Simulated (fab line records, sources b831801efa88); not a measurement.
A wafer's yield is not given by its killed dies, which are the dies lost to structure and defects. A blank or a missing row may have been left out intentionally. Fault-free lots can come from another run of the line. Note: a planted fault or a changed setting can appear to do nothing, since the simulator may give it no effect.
Chamber matching -- flow sky130 -- 4 sister chambers for SKY_VIA4_CMP_02 on cmp-01
The step polishes SiO2. 4 wafers are shown with their chamber, then 12 later ones without.

== WAFERS PAIRED WITH THEIR CHAMBERS ==
wafer,chamber,motor current A (A)
L085.1,3,14.9
L085.5,0,11.7
L089.1,2,12.5
L089.6,1,10.0

== WAFERS WHOSE CHAMBER IS MISSING ==
wafer,motor current A (A)
L092.2,13.6
L092.3,12.8
L092.4,10.2
L095.1,14.0
L095.5,12.1
L095.6,13.9
L096.1,14.1
L096.2,9.8
L096.4,12.2
L097.3,12.8
L097.4,14.4
L097.5,9.7

== THE CHAMBER EACH PASSED THROUGH ==
wafer,from the rows above,in truth
L092.2,can't be placed: 2 or 3 or 0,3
L092.3,can't be placed: 2 or 0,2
L092.4,1,1
L095.1,can't be placed: 3 or 2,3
L095.5,can't be placed: 0 or 2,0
L095.6,can't be placed: 3 or 2 or 0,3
L096.1,can't be placed: 3 or 2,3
L096.2,1,1
L096.4,can't be placed: 2 or 0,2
L097.3,can't be placed: 2 or 0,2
L097.4,3,3
L097.5,1,1
4 of 12 placed correctly. Cannot be placed on the basis of these rows: 8; the candidates contain the true chamber in 8. Number placed wrongly: 0.
How it was worked out, from the rows above alone: a wafer's distance from a chamber is the root of the sum, over the readings, of the square of ((its reading less the chamber's mean) divided by the reading's scatter). The wafer belongs to the nearest chamber; if the next one is less than 2 further off, it can't be placed. For every chamber, the mean is computed from those of its wafers that are shown. The scatter: with one shown wafer a chamber, the root of the mean of the squares of how far each hidden wafer lies from its nearest shown one.
